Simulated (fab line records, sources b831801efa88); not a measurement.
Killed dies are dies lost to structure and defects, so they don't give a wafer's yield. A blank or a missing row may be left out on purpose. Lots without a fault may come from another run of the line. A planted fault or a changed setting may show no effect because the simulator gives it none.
Split-lot experiment | flow gf180mcu | 5 lots, 23 wafers read, on a route of 602 steps

THE SPLIT
At GF_V3_CVD_23 (deposits W, target thk 350 nm, time 104.9 s), the setting temp_c was moved away from the recipe's 400 C on 4 of the 23 wafers read, by -1.3% to +2.3%. The other wafers ran this setting at the recipe's value.

FROM THE SPLIT TO THE READING: what the file shows between them, 1 step
- GF_V3_RS_MEAS_24: measures by four-point-probe

THE READING
V3_W_THK, in nm, at GF_V3_THK_MEAS_25 (measures by xrf). Fault-free wafers of this fab line usually give 345 nm, standard deviation 7.5 nm.

wafer  | tool, chamber at the split | temp_c as run, C | against the recipe | V3_W_THK, nm | against lot-mates on the recipe
L074.1 | cvd_w-01, 0                | 400              | recipe             | 344          | -
L074.2 | cvd_w-01, 1                | 400              | recipe             | 348          | -
L074.3 | cvd_w-01, 0                | 400              | recipe             | 345          | -
L074.4 | cvd_w-01, 1                | 400              | recipe             | 349          | -
L074.5 | cvd_w-01, 0                | 400              | recipe             | 349          | -
L081.1 | cvd_w-02, 1                | 400              | recipe             | 331          | -
L081.2 | cvd_w-02, 0                | 400              | recipe             | 345          | -
L081.3 | cvd_w-02, 1                | 409.3            | +2.3%              | 391          | +51
L081.5 | cvd_w-02, 1                | 409.3            | +2.3%              | 392          | +52
L081.6 | cvd_w-02, 0                | 400              | recipe             | 345          | -
L082.1 | cvd_w-02, 1                | 400              | recipe             | 348          | -
L082.2 | cvd_w-02, 0                | 400              | recipe             | 354          | -
L082.4 | cvd_w-02, 1                | 400              | recipe             | 344          | -
L082.5 | cvd_w-02, 1                | 400              | recipe             | 340          | -
L082.6 | cvd_w-02, 0                | 400              | recipe             | 354          | -
L084.2 | cvd_w-02, 1                | 400              | recipe             | 342          | -
L084.4 | cvd_w-02, 1                | 400              | recipe             | 348          | -
L084.6 | cvd_w-02, 1                | 400              | recipe             | 344          | -
L085.1 | cvd_w-02, 0                | 400              | recipe             | 354          | -
L085.2 | cvd_w-02, 1                | 394.8            | -1.3%              | 311          | -40
L085.3 | cvd_w-02, 0                | 400              | recipe             | 353          | -
L085.4 | cvd_w-02, 1                | 394.8            | -1.3%              | 308          | -43
L085.6 | cvd_w-02, 1                | 400              | recipe             | 345          | -

THE FIT
A straight line over all 23 wafers: V3_W_THK changes by +21.7 nm for each +1% of temp_c; r = +0.95; the points scatter about the line by 5.9 nm.
The same after taking each lot's own level away (the mean of its wafers on the recipe; 23 wafers): +24.5 nm for each +1%; r = +0.97; scatter 5.2 nm.
On that fit, the largest move of temp_c shifts the reading by 57 nm.
The lots' own levels span 340.3 to 350.7 nm, that is 1.4 times the standard deviation above.
So the lot-to-lot level changes the slope: the two fits differ.
Check: with one of the wafers moved furthest among these (+2.3%) left out of the fit, the line predicts +59 nm for it against its lot-mates. It came out at +50.7 nm against them.

OTHER SPLITS ON THESE WAFERS
These wafers also went through other splits before the reading. Each is held against what the fit with the lots' levels taken away leaves over:
other split on the same wafers  | wafers away from the commonest value | r with V3_W_THK (lot level and that fit taken away)
GF_M1_PEB_12 peb_temp_c         | 8                                    | -0.03
GF_M1_STRIP_17 power_w          | 5                                    | -0.59
GF_V1_CMP_04 leave_above_ref_nm | 8                                    | -0.05
GF_V1_COAT_09 resist_thk_nm     | 10                                   | +0.10
GF_M2_EXPOSE_11 dose_mj         | 9                                    | -0.04

THE WHOLE CHAIN: every reading that the file lists as answering this split, in the file's order
step              | what it does                                                | reading                                                                | change (the file's fit)              | r (the file's)
GF_V3_CVD_23      | deposits W, target thk 350 nm, time 104.9 s                 | W_of_V3_CVD_23.thk_nm (the simulator's own value, which no gauge read) | +25.9 nm for each +1% of the setting | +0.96
GF_V3_RS_MEAS_24  | measures by four-point-probe                                | V3_W_RS                                                                | -0.0226 for each +1% of the setting  | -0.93
GF_V3_THK_MEAS_25 | measures by xrf                                             | V3_W_THK                                                               | +24.4 for each +1% of the setting    | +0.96
GF_V3_CMP_26      | polishes, stops on SiO2, t overpolish 15 s, target thk 0 nm | time_to_endpoint_s                                                     | withheld for each +1% of the setting | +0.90

THE FILE'S OWN FIT
V3_W_THK changes by +24.4 nm for each +1% of temp_c, r = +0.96.
